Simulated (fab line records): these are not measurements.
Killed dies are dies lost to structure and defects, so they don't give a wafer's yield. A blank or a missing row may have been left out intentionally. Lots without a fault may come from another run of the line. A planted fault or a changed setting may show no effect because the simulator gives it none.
Which tool was responsible? / flow gf180mcu / Sampling: 6 lots, 18 wafers, 2 of 602 route steps

== WHAT THE GAUGES READ, wafer by wafer ==
GF_HV_LDD_CD_MEAS_31: target cd 400 nm.
lot=L230; measured=day 12 04:26; on=cdSem-01; cdNm (nm)=404.1 401.4 400.3
lot=L234; measured=day 13 18:25; on=cdSem-02; cdNm (nm)=400.4 401.6 400.1
lot=L239; measured=day 15 00:04; on=cdSem-02; cdNm (nm)=398.3 397.7 397.5
lot=L247; measured=day 17 14:16; on=cdSem-01; cdNm (nm)=- - -
lot=L248; measured=day 18 15:05; on=cdSem-02; cdNm (nm)=- - -
lot=L249; measured=day 18 19:43; on=cdSem-01; cdNm (nm)=401.2 399.4 399.0

== WHAT TOOL EACH LOT RAN ON (gives the tool, then ch and the chambers of the sampled wafers, and finally the start) ==
lot=L230; GF_HV_LDD_COAT_26=lithoTrack-01 ch 0, day 11 19:04
lot=L234; GF_HV_LDD_COAT_26=lithoTrack-03 ch 0, day 13 08:19
lot=L239; GF_HV_LDD_COAT_26=lithoTrack-04 ch 0, day 14 14:04
lot=L247; GF_HV_LDD_COAT_26=lithoTrack-01, day 17 02:47
lot=L248; GF_HV_LDD_COAT_26=lithoTrack-03, day 18 02:38
lot=L249; GF_HV_LDD_COAT_26=lithoTrack-03 ch 0, day 18 08:07
- GF_HV_LDD_COAT_26: resist thk 1000 nm.

== THE ANSWER, worked out from the rows above alone ==
Rule: usual is defined by the lots themselves. Put in order of their means at a reading, lots are off if they are a third of the lots or fewer, leave a main group of 4 or more, and stand apart from it by a gap of 3 or more times the standard deviation of the main group's means; of several such gaps the widest counts. Not used: any main group whose means are identical at the precision the tables above print for the reading. A lot without any number at a reading at which 4 lots or more have one is off too. Any other lot the step has rows for is counted as sound.
Off, at GF_HV_LDD_CD_MEAS_31 on cdNm: L247, L248. Without a number there: L247, L248. For the main group the mean is 400.1 nm and the standard deviation 1.5.
A tool fits if, at a process step before that reading, it ran every lot that is off, and no sound lot after the first of them. Those tools and the gauges at GF_HV_LDD_CD_MEAS_31 are tried in the same way. None of those tried fits.

== WHAT THE SIMULATOR PUT IN ==
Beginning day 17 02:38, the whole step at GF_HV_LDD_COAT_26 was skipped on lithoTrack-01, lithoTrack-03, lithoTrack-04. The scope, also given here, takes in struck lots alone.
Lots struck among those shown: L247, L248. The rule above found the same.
